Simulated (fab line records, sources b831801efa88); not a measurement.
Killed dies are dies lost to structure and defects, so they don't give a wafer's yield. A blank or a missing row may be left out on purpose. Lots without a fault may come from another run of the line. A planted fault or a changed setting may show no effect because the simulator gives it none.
Chamber matching | flow gf180mcu | GF_V2_CMP_26 on cmp-02: 4 sister chambers
The step polishes, stops on SiO2, t overpolish 15 s, target thk 0 nm. 8 wafers are shown with their chamber, then 7 later ones without.

WAFERS WITH THEIR CHAMBER
wafer  | chamber | time_to_endpoint_s (s) | motor_current_A (A)
L523.3 | 0       | 80                     | 12.1
L523.6 | 2       | 75                     | 10.0
L525.2 | 2       | 73                     | 10.4
L528.1 | 0       | 81                     | 11.8
L528.3 | 3       | 93                     | 11.5
L528.6 | 1       | 91                     | 11.0
L529.3 | 3       | 93                     | 12.0
L529.5 | 1       | 91                     | 11.8

WAFERS WITHOUT THEIR CHAMBER
wafer  | time_to_endpoint_s (s) | motor_current_A (A)
L529.6 | 80                     | 12.8
L539.2 | 73                     | 11.8
L539.4 | 84                     | 10.8
L539.5 | 87                     | 11.5
L540.1 | 89                     | 12.1
L540.2 | 83                     | 11.4
L540.6 | 75                     | 12.2

WHICH CHAMBER EACH WENT THROUGH
wafer  | from the rows above     | in truth
L529.6 | 0                       | 0
L539.2 | 2                       | 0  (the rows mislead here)
L539.4 | 0                       | 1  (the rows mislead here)
L539.5 | 1                       | 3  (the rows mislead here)
L540.1 | 1                       | 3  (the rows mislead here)
L540.2 | 0                       | 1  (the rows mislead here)
L540.6 | can't be placed: 2 or 0 | 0
Placed correctly: 1 of 7. Can't be placed from these rows: 1 (the true chamber is among the candidates in 1). Placed wrongly: 5.
How it was worked out, from the rows above alone: a wafer's distance from a chamber is the root of the sum, over the readings, of the square of ((its reading less the chamber's mean) divided by the reading's scatter). The wafer belongs to the nearest chamber; if the next one is less than 2 further off, it can't be placed. A chamber's mean is the mean of its shown wafers. The scatter: the root of (the sum of the squares of (reading less its chamber's mean) over the shown wafers, divided by (wafers less chambers)).
